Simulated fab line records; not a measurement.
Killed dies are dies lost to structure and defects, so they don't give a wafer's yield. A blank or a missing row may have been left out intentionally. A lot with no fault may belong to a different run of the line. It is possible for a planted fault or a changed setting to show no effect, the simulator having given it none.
A struck lot beside a sound one / flow sky130 / 20 out of 708 route steps
Sound: wafers L460.2, L460.3, L460.4. Struck: wafers L468.2, L468.3, L468.4. The cause comes at the end.
Each step with rows lists, per side, the tool, then ch with its chambers, then its first start. Under that, the readings that differ: sound wafers / struck wafers / difference of the means / sigmas: that difference in standard deviations of wafers without a fault.
alike: same words and numbers on both sides, and readings whose means sit less than 2 such deviations apart. not compared: any withheld reading, any reading some wafer has no value for, any bound like >300 that may hide the same value, and any number with overlapping values for which the record gives no deviation.
A row with sigmas, a row that says differs or no value, or rows on one side alone: a step with any of these is where the two part. Non-overlapping numbers with no deviation appear without sigmas and do not part them. A reading missing from all wafers of one side parts the sides only when that side holds two or more wafers.

first, 2 steps without rows for these wafers: SKY_NWELL_PEB_08; SKY_NWELL_DEVELOP_09 (develop time 60 s).
SKY_NWELL_OVL_MEAS_10:
  sound on overlay-02 at day 5 04:51; struck on overlay-02 at day 7 08:48
  alike: NWELL_00_OVL
then, 3 steps without rows for these wafers: SKY_NWELL_IMPLANT_11; SKY_NWELL_IMPLANT_12; SKY_NWELL_IMPLANT_13.
SKY_NWELL_STRIP_14: strips in O2/N2.
  sound on plasma asher-01 ch 0,1, day 5 05:20; struck on plasma asher-01 ch 0,1, day 7 09:17
  alike: chamber pressure mTorr, drypump motor current A, oes product au, strip time to endpoint s
  not compared: rf hours counter h
SKY_NWELL_TW_MEAS_15:
  sound on film metro-04 at day 5 05:26; struck on film metro-04 at day 7 09:23
  alike: NWELL_TW
then, 4 steps without rows for these wafers: SKY_NWELL_DEHYDRATE_16 (time 60 s); SKY_NWELL_HMDS_17 (prime time 60 s); SKY_NWELL_COAT_18 (resist thk 3000 nm); SKY_NWELL_SOFTBAKE_19.
SKY_NWELL_EXPOSE_20: exposes mask NWM COMPLEMENT, target cd 840 nm.
  sound on iline stepper-01 ch 0, day 5 14:38; struck on iline stepper-02 ch 0, day 7 19:32
reading=mask; sound=NWM_COMPLEMENT#0 NWM_COMPLEMENT#0 NWM_COMPLEMENT#0; struck=HVTPM#0 HVTPM#0 HVTPM#0; difference=differs; sigmas=
  alike: stage vel mm s
then, 2 steps without rows for these wafers: SKY_NWELL_PEB_21; SKY_NWELL_DEVELOP_22 (develop time 60 s).
SKY_NWELL_OVL_MEAS_23:
  sound on overlay-01 at day 5 23:52; struck on overlay-01 at day 8 05:18
reading=NWELL_01_OVL (nm); sound=0.2 -0.3 -1.2; struck=- - -; difference=no value on the struck wafers; sigmas=
then, 1 step without rows for these wafers: SKY_NWELL_IMPLANT_24.
SKY_NWELL_STRIP_25: strips in O2/N2.
  sound on plasma asher-04 ch 0,1, day 6 00:03; struck on plasma asher-01 ch 0,1, day 8 05:29
  alike: chamber pressure mTorr, drypump motor current A, oes product au, strip time to endpoint s
  not compared: rf hours counter h
SKY_NWELL_TW_MEAS_26:
  sound on film metro-03 at day 6 00:10; struck on film metro-03 at day 8 05:49
reading=NWELL_2_TW; sound=489.2 488.6 492.7; struck=29.7 29.9 29.8; difference=-460.4; sigmas=-99 or more
  not compared: hold
SKY_PAD_OPEN_PROBE_99:
  rows exist in the record for the sound wafers here (prober-02, day 46 17:31), none for the struck ones

== WHERE THEY PART ==
First at SKY_NWELL_EXPOSE_20; last, within this record, at SKY_PAD_OPEN_PROBE_99.

WHY: what the simulator had put in
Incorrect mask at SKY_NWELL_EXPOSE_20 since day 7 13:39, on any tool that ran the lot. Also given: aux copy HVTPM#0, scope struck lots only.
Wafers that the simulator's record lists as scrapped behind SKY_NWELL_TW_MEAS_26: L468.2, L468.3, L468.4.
